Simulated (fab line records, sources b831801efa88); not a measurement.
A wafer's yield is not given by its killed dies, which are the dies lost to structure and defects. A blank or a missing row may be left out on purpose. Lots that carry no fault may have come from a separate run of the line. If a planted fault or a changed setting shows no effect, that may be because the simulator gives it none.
fab line records ; flow sfq_line
record: lots: 14; wafers: 42; last_day: 81
route steps=325 shown L0@14 M0@40 M4@150
lots that met no fault: from a run of the same line without faults
start_h: hours from the record's first day to the start of the lot's first wafer shown ; wait_h: hours from the lot's prior step to this one ; " as in the row above ; L1.1+2: a single row standing in for several wafers ; - no value, or no start given ; * or withheld: withheld ; < > ~ a bound
route shown NAME@n: a module of which the file shows steps, and the number in the route of the first ; usual: average and standard deviation across the fault-free wafers ; same: alike in all rows ; chamber/n: place in a boat ; sites: per-site readings ; _std_site: the values' standard deviation ; _edge_site: inner sites' mean taken away from outer sites' mean ; radius_mm: how far each site lies from the wafer's centre ; mask NAME#n: copy n ; behind: tool/chamber where the wafer was last shaped ; hold: cause of the lot's hold/its duration in hours/its outcome ; device: names the non-switching transistor (n, p or np) ; end of line: tests of these same wafers at the route's end ; a step without rows: its recipe alone ; killed: count of dies lost to structure and defects at first sort (not the wafer's yield) ; map: dies across one wafer; x = killed, . = not, _ = none there
set.NAME: the setting the step ran with; set.NAME@STEP: the setting that earlier step ran with ; model.NAME: the simulator's own value behind a step, which no gauge read
the route's steps for a sample of lots (tables are steps, rows are wafers)
services: the hour from which a tool's chamber was out of use, counted from the record's first day as start_h (under 0 if before that day), plus the number of hours and why
== steps ==
step: SFQ_TRILAYER_L0_STRIP_STRIP_009
recipe: gas: O2; power_w: 200; platen_temp_c: 40; overash_fraction: 0.65; chemistry: O2; pressure_mtorr: 50
usual: chamber_pressure_mTorr: 50.00/0.046; drypump_motor_current_A: 5.9/0.37; oes_product_au: 0.997/0.0098
same: overash_fraction: 0.65
lot.wafer;tool;chamber;start_h;wait_h;chamber_pressure_mTorr;drypump_motor_current_A;oes_product_au;rf_hours_counter_h
L984.2;rie_metal-03;0;34.49;0.0;50.02;5.5;1.004;19
L984.4;rie_metal-03;0;34.49;0.0;49.94;5.5;1.016;-
L984.6;rie_metal-03;1;34.49;0.0;49.95;6.3;0.999;-
L985.3;rie_metal-02;0;37.09;0.2;50.05;6.5;1.010;-
L985.4;rie_metal-02;1;37.09;0.2;50.00;5.2;1.001;-
L985.5;rie_metal-02;1;37.09;0.2;50.04;5.2;1.010;-
L986.3;rie_metal-01;1;79.11;0.2;50.06;5.7;0.994;-
L986.4;rie_metal-01;0;79.11;0.2;49.97;5.8;0.988;-
L986.5;rie_metal-01;1;79.11;0.2;49.98;5.7;0.995;-
L988.2;rie_metal-02;0;101.60;0.0;49.96;6.5;0.995;136
L988.3;rie_metal-02;1;101.60;0.0;50.00;5.2;0.999;-
L988.5;rie_metal-02;0;101.60;0.0;50.03;6.5;1.003;-
L989.4;rie_metal-02;0;108.31;0.6;49.94;6.5;1.002;-
L989.5;rie_metal-02;0;108.31;0.6;50.03;6.5;1.004;-
L989.6;rie_metal-02;0;108.31;0.6;50.00;6.5;1.008;-
L990.3;rie_metal-02;0;112.91;0.4;50.02;6.5;0.992;-
L990.4;rie_metal-02;0;112.91;0.4;49.93;6.5;0.998;-
L990.5;rie_metal-02;0;112.91;0.4;49.91;6.5;1.008;-
L991.1;rie_metal-01;0;118.40;0.0;49.97;5.8;0.982;22
L991.3;rie_metal-01;0;118.40;0.0;50.06;5.8;0.985;-
L991.6;rie_metal-01;1;118.40;0.0;49.96;5.7;0.986;-
L995.1;rie_metal-01;1;145.98;0.0;49.95;5.7;0.988;61
L995.4;rie_metal-01;0;145.98;0.0;50.00;5.8;1.005;-
L995.5;rie_metal-01;1;145.98;0.0;49.96;5.7;1.002;-
L997.1;rie_metal-01;1;157.98;0.0;50.08;5.7;1.006;64
L997.3;rie_metal-01;1;157.98;0.0;50.03;5.7;0.995;-
L997.4;rie_metal-01;0;157.98;0.0;49.98;5.8;0.990;-
L101.1;rie_metal-01;0;188.23;0.0;50.04;5.8;0.983;35
L101.5;rie_metal-01;1;188.23;0.0;50.00;5.7;0.986;-
L101.6;rie_metal-01;0;188.23;0.0;50.01;5.8;0.990;-
L102.1;rie_metal-03;0;191.83;0.0;49.95;5.6;1.003;47
L102.3;rie_metal-03;1;191.83;0.0;50.04;6.3;1.022;-
L102.5;rie_metal-03;1;191.83;0.0;49.97;6.3;1.013;-
L105.1;rie_metal-03;1;207.43;0.0;49.97;6.3;1.021;13
L105.2;rie_metal-03;0;207.43;0.0;49.99;5.6;1.015;49
L105.3;rie_metal-03;0;207.43;0.0;49.96;5.6;1.010;-
L106.1;rie_metal-01;0;214.63;0.0;50.00;5.8;0.986;39
L106.4;rie_metal-01;0;214.63;0.0;50.05;5.8;0.987;-
L106.5;rie_metal-01;1;214.63;0.0;50.07;5.7;0.990;-
L107.2;rie_metal-02;1;223.03;0.0;49.95;5.2;1.004;15
L107.4;rie_metal-02;1;223.03;0.0;49.97;5.2;0.986;-
L107.5;rie_metal-02;1;223.03;0.0;50.02;5.2;1.004;-
step: SFQ_TRILAYER_M0_ETCH_METAL_ETCH_024
recipe: target: Nb; stop_on: SiO2; mask_material: PR; chemistry: Cl2/Ar; target_depth_nm: 240; icp_w: 600; bias_w: 80; pressure_mtorr: 10; time_s: 120
usual: chamber_pressure_mTorr: 10.001/0.0096; drypump_motor_current_A: 5.9/0.31; oes_product_au: 0.898/0.0077; run_length_s: 148.42/0.29
lot.wafer;tool;chamber;start_h;wait_h;chamber_pressure_mTorr;drypump_motor_current_A;oes_product_au;rf_hours_counter_h;run_length_s
L984.2;rie_metal-03;1;184.62;0.0;10.006;6.3;0.900;9;148.03
L984.4;rie_metal-03;0;184.62;0.0;9.991;5.5;0.891;-;148.36
L984.6;rie_metal-03;0;184.62;0.0;9.995;5.5;0.897;-;148.61
L985.3;rie_metal-03;1;187.06;0.1;10.003;6.3;0.898;-;148.26
L985.4;rie_metal-03;0;187.06;0.1;10.012;5.5;0.904;-;148.79
L985.5;rie_metal-03;0;187.06;0.1;10.000;5.6;0.902;-;148.34
L986.3;rie_metal-04;0;262.06;0.1;10.006;6.3;0.890;-;148.50
L986.4;rie_metal-04;0;262.06;0.1;10.004;6.3;0.899;-;148.61
L986.5;rie_metal-04;0;262.06;0.1;9.997;6.3;0.890;-;149.09
L988.2;rie_metal-03;1;293.12;0.0;10.012;6.3;0.903;24;148.04
L988.3;rie_metal-03;0;293.12;0.0;9.996;5.5;0.890;-;148.28
L988.5;rie_metal-03;1;293.12;0.0;10.013;6.3;0.897;-;148.74
L989.4;rie_metal-01;1;294.36;0.1;9.993;5.7;0.894;-;148.55
L989.5;rie_metal-01;1;294.36;0.1;10.000;5.7;0.902;-;148.27
L989.6;rie_metal-01;0;294.36;0.1;9.985;5.8;0.900;-;147.85
L990.3;rie_metal-03;1;295.56;0.1;9.998;6.3;0.902;-;148.39
L990.4;rie_metal-03;0;295.56;0.1;9.997;5.5;0.898;-;148.44
L990.5;rie_metal-03;1;295.56;0.1;9.985;6.3;0.887;-;148.27
L991.1;rie_metal-04;1;296.72;0.0;9.991;5.7;0.885;46;148.65
L991.3;rie_metal-04;0;296.72;0.0;10.013;6.3;0.883;-;148.97
L991.6;rie_metal-04;1;296.72;0.0;9.996;5.7;0.887;-;148.64
L995.1;rie_metal-04;0;301.52;0.0;10.001;6.3;1.005;115;135.72
L995.4;rie_metal-04;1;301.52;0.0;10.003;5.7;0.899;-;148.55
L995.5;rie_metal-04;0;301.52;0.0;10.007;6.3;0.999;-;135.91
L997.1;rie_metal-01;1;305.13;0.0;10.000;5.7;0.906;91;148.11
L997.3;rie_metal-01;0;305.13;0.0;9.992;5.8;0.892;-;148.17
L997.4;rie_metal-01;1;305.13;0.0;9.977;5.8;0.898;-;148.62
L101.1;rie_metal-04;0;309.92;0.0;10.005;6.3;0.992;117;135.56
L101.5;rie_metal-04;1;309.92;0.0;9.986;5.7;1.001;-;135.78
L101.6;rie_metal-04;0;309.92;0.0;9.995;6.3;0.886;-;148.61
L102.1;rie_metal-01;1;311.33;0.0;9.998;5.7;0.890;92;148.13
L102.3;rie_metal-01;1;311.33;0.0;10.007;5.7;0.897;-;148.78
L102.5;rie_metal-01;1;311.33;0.0;10.005;5.7;0.893;-;148.24
L105.1;rie_metal-01;0;318.08;0.0;10.014;5.8;0.901;59;147.98
L105.2;rie_metal-01;1;318.08;0.0;9.994;5.7;0.899;93;148.30
L105.3;rie_metal-01;0;318.08;0.0;9.999;5.8;0.898;-;148.00
L106.1;rie_metal-03;0;322.89;0.0;10.008;5.6;0.900;72;148.37
L106.4;rie_metal-03;0;322.89;0.0;9.999;5.5;0.912;-;148.47
L106.5;rie_metal-03;0;322.89;0.0;10.002;5.6;0.902;-;148.21
L107.2;rie_metal-01;1;332.48;0.0;9.987;5.7;0.897;96;148.88
L107.4;rie_metal-01;0;332.48;0.0;9.996;5.8;0.909;-;147.89
L107.5;rie_metal-01;0;332.48;0.0;9.995;5.8;0.895;-;148.57
step: SFQ_M4_RS_MEAS_924
recipe: thk_meas_gauge: four-point-probe; reads: Nb_of_TRILAYER_M4_DEP_SPUTTER_091
usual: M4_NB_RS: 0.888/0.011
lot.wafer;tool;chamber;start_h;wait_h;M4_NB_RS[ohm/sq]
L984.2;film_metro-02;-;850.15;0.1;0.890
L984.4;film_metro-02;-;850.15;0.1;0.879
L984.6;film_metro-02;-;850.15;0.1;0.883
L985.3;film_metro-03;-;853.77;0.1;0.904
L985.4;film_metro-03;-;853.77;0.1;0.894
L985.5;film_metro-03;-;853.77;0.1;0.907
L986.3;film_metro-02;-;857.37;0.1;0.905
L986.4;film_metro-02;-;857.37;0.1;0.891
L986.5;film_metro-02;-;857.37;0.1;0.901
L988.2;film_metro-02;-;877.93;0.1;0.890
L988.3;film_metro-02;-;877.93;0.1;0.888
L988.5;film_metro-02;-;877.93;0.1;0.886
L989.4;film_metro-02;-;893.39;0.1;0.885
L989.5;film_metro-02;-;893.39;0.1;0.886
L989.6;film_metro-02;-;893.39;0.1;0.884
L990.3;film_metro-02;-;898.19;0.1;0.882
L990.4;film_metro-02;-;898.19;0.1;0.872
L990.5;film_metro-02;-;898.19;0.1;0.877
L991.1;film_metro-02;-;900.26;0.0;0.889
L991.3;film_metro-02;-;900.26;0.0;0.884
L991.6;film_metro-02;-;900.26;0.0;0.896
L995.1;film_metro-02;-;931.21;0.0;0.894
L995.4;film_metro-02;-;931.21;0.0;0.904
L995.5;film_metro-02;-;931.21;0.0;0.891
L997.1;film_metro-03;-;1051.30;0.0;0.885
L997.3;film_metro-03;-;1051.30;0.0;0.883
L997.4;film_metro-03;-;1051.30;0.0;0.898
L101.1;film_metro-02;-;1062.74;0.0;0.915
L101.5;film_metro-02;-;1062.74;0.0;0.901
L101.6;film_metro-02;-;1062.74;0.0;0.913
L102.1;film_metro-02;-;1065.14;0.0;0.879
L102.3;film_metro-02;-;1065.14;0.0;0.877
L102.5;film_metro-02;-;1065.14;0.0;0.884
L105.1;film_metro-03;-;1076.66;0.0;0.886
L105.2;film_metro-03;-;1076.66;0.0;0.887
L105.3;film_metro-03;-;1076.66;0.0;0.891
L106.1;film_metro-04;-;1180.14;0.0;0.897
L106.4;film_metro-04;-;1180.14;0.0;0.881
L106.5;film_metro-04;-;1180.14;0.0;0.882
L107.2;film_metro-03;-;1180.23;0.1;0.863
L107.4;film_metro-03;-;1180.23;0.1;0.888
L107.5;film_metro-03;-;1180.23;0.1;0.882
step: SFQ_TRILAYER_M4_ETCH_METAL_ETCH_096
recipe: target: Nb; stop_on: SiO2; mask_material: PR; chemistry: Cl2/Ar; target_depth_nm: 240; icp_w: 600; bias_w: 80; pressure_mtorr: 10; time_s: 120
usual: chamber_pressure_mTorr: 10.000/0.009; drypump_motor_current_A: 5.9/0.3; oes_product_au: 0.895/0.0072; run_length_s: 148.4/0.31
lot.wafer;tool;chamber;start_h;wait_h;chamber_pressure_mTorr;drypump_motor_current_A;oes_product_au;rf_hours_counter_h;run_length_s
L984.2;rie_metal-01;1;854.45;0.0;10.016;5.8;0.891;12;148.6
L984.4;rie_metal-01;1;854.45;0.0;10.011;5.8;0.902;-;148.3
L984.6;rie_metal-01;0;854.45;0.0;10.001;5.8;0.895;-;148.0
L985.3;rie_metal-03;1;856.30;0.1;9.994;6.3;0.888;-;148.1
L985.4;rie_metal-03;0;856.30;0.1;10.016;5.5;0.890;-;148.3
L985.5;rie_metal-03;1;856.30;0.1;9.988;6.3;0.884;-;148.3
L986.3;rie_metal-04;1;861.10;0.1;9.993;5.7;0.887;-;148.6
L986.4;rie_metal-04;0;861.10;0.1;10.006;6.3;0.892;-;149.1
L986.5;rie_metal-04;1;861.10;0.1;9.995;5.7;0.896;-;148.3
L988.2;rie_metal-04;0;886.07;0.0;10.010;6.3;0.897;41;148.7
L988.3;rie_metal-04;0;886.07;0.0;10.011;6.3;0.889;-;149.0
L988.5;rie_metal-04;0;886.07;0.0;10.000;6.3;0.892;-;148.5
L989.4;rie_metal-01;1;910.67;0.1;9.992;5.7;0.898;-;148.2
L989.5;rie_metal-01;0;910.67;0.1;9.997;5.8;0.892;-;147.8
L989.6;rie_metal-01;1;910.67;0.1;9.997;5.7;0.894;-;148.4
L990.3;rie_metal-03;0;919.07;0.1;10.014;5.6;0.901;-;149.0
L990.4;rie_metal-03;1;919.07;0.1;9.977;6.3;0.903;-;148.3
L990.5;rie_metal-03;1;919.07;0.1;10.016;6.3;0.905;-;148.6
L991.1;rie_metal-03;0;921.42;0.0;10.014;5.6;0.904;4;148.3
L991.3;rie_metal-03;1;921.42;0.0;10.009;6.3;0.893;-;148.7
L991.6;rie_metal-03;0;921.42;0.0;10.005;5.5;0.893;-;149.1
L995.1;rie_metal-01;1;1076.27;0.0;9.980;5.8;0.889;44;148.6
L995.4;rie_metal-01;1;1076.27;0.0;10.000;5.8;0.888;-;148.4
L995.5;rie_metal-01;1;1076.27;0.0;10.010;5.7;0.895;-;148.2
L997.1;rie_metal-04;1;1165.82;0.0;10.015;5.7;0.900;28;148.5
L997.3;rie_metal-04;0;1165.82;0.0;9.997;6.3;0.903;-;149.0
L997.4;rie_metal-04;1;1165.82;0.0;10.000;5.7;0.895;-;148.3
L101.1;rie_metal-03;1;1171.82;0.0;10.018;6.3;0.881;13;148.3
L101.5;rie_metal-03;1;1171.82;0.0;9.995;6.3;0.887;-;148.1
L101.6;rie_metal-03;0;1171.82;0.0;10.001;5.5;0.879;-;148.8
L102.1;rie_metal-01;1;1173.02;0.0;10.000;5.7;0.901;61;148.6
L102.3;rie_metal-01;1;1173.02;0.0;9.992;5.7;0.894;-;148.6
L102.5;rie_metal-01;0;1173.02;0.0;9.992;5.8;0.893;-;148.0
L105.1;rie_metal-01;1;1182.62;0.0;10.006;5.7;0.900;63;148.5
L105.2;rie_metal-01;0;1182.62;0.0;10.007;5.7;0.892;34;148.0
L105.3;rie_metal-01;1;1182.62;0.0;10.007;5.7;0.888;-;148.5
L106.1;rie_metal-01;1;1293.20;0.0;9.996;5.7;0.887;77;148.5
L106.4;rie_metal-01;0;1293.20;0.0;10.006;5.8;0.906;-;148.1
L106.5;rie_metal-01;1;1293.20;0.0;10.005;5.7;0.906;-;148.9
L107.2;rie_metal-03;0;1294.40;0.0;10.007;5.6;0.908;63;148.6
L107.4;rie_metal-03;0;1294.40;0.0;9.993;5.5;0.884;-;148.2
L107.5;rie_metal-03;0;1294.40;0.0;10.015;5.6;0.902;-;148.3
== services ==
tool;chamber;start_h;hours;kind
rie_metal-04;-;50.19;1.2;repair
rie_metal-03;-;54.85;14.6;pm
rie_metal-03;1;88.44;22.6;repair
rie_metal-03;0;89.76;2.1;repair
rie_metal-04;1;246.56;21.5;repair
rie_metal-03;1;270.88;12.7;repair
rie_metal-03;-;367.14;15.6;pm
rie_metal-04;0;404.19;1.8;repair
rie_metal-03;0;511.25;41.3;repair
rie_metal-03;1;531.38;1.5;repair
rie_metal-01;-;533.91;2.8;pm
rie_metal-01;-;572.83;2.1;repair
rie_metal-04;0;585.07;8.9;repair
rie_metal-04;-;603.92;14.6;pm
rie_metal-01;-;652.68;4.0;pm
rie_metal-04;-;670.93;1.4;pm
rie_metal-01;0;679.05;3.2;repair
rie_metal-03;1;718.17;6.1;repair
rie_metal-03;1;792.92;1.7;repair
rie_metal-03;-;828.91;2.8;pm
rie_metal-03;-;983.29;1.4;pm
rie_metal-01;-;1037.22;4.5;repair
rie_metal-03;-;1118.96;0.3;repair
rie_metal-01;1;1255.69;4.8;repair
== key ==
first_sign: step: SFQ_TRILAYER_M0_ETCH_METAL_ETCH_024; reading: run_length_s; direction: down; sigmas: 44; usual: *; struck: *
effect: step: SFQ_TRILAYER_M0_ETCH_METAL_ETCH_024; reading: oes_product_au; direction: up; sigmas: 13; usual: 0.898; struck: 0.999
met_at SFQ_TRILAYER_M0_ETCH_METAL_ETCH_024
struck_lots L995,L101
struck_wafers L995.1,L995.5,L101.1,L101.5
not_acting_at SFQ_TRILAYER_L0_STRIP_STRIP_009,SFQ_M4_RS_MEAS_924,SFQ_TRILAYER_M4_ETCH_METAL_ETCH_096
onset_between 296.72 301.52
fault: kind: process_parameter_drift; tool: rie_metal-04; chamber: -; onset_h: 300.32; steps: SFQ_TRILAYER_M0_ETCH_METAL_ETCH_024; channel: time_s; offset: *; shape: step; end_h: 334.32; scope: struck_wafers_only; acts_in: *; stated: *
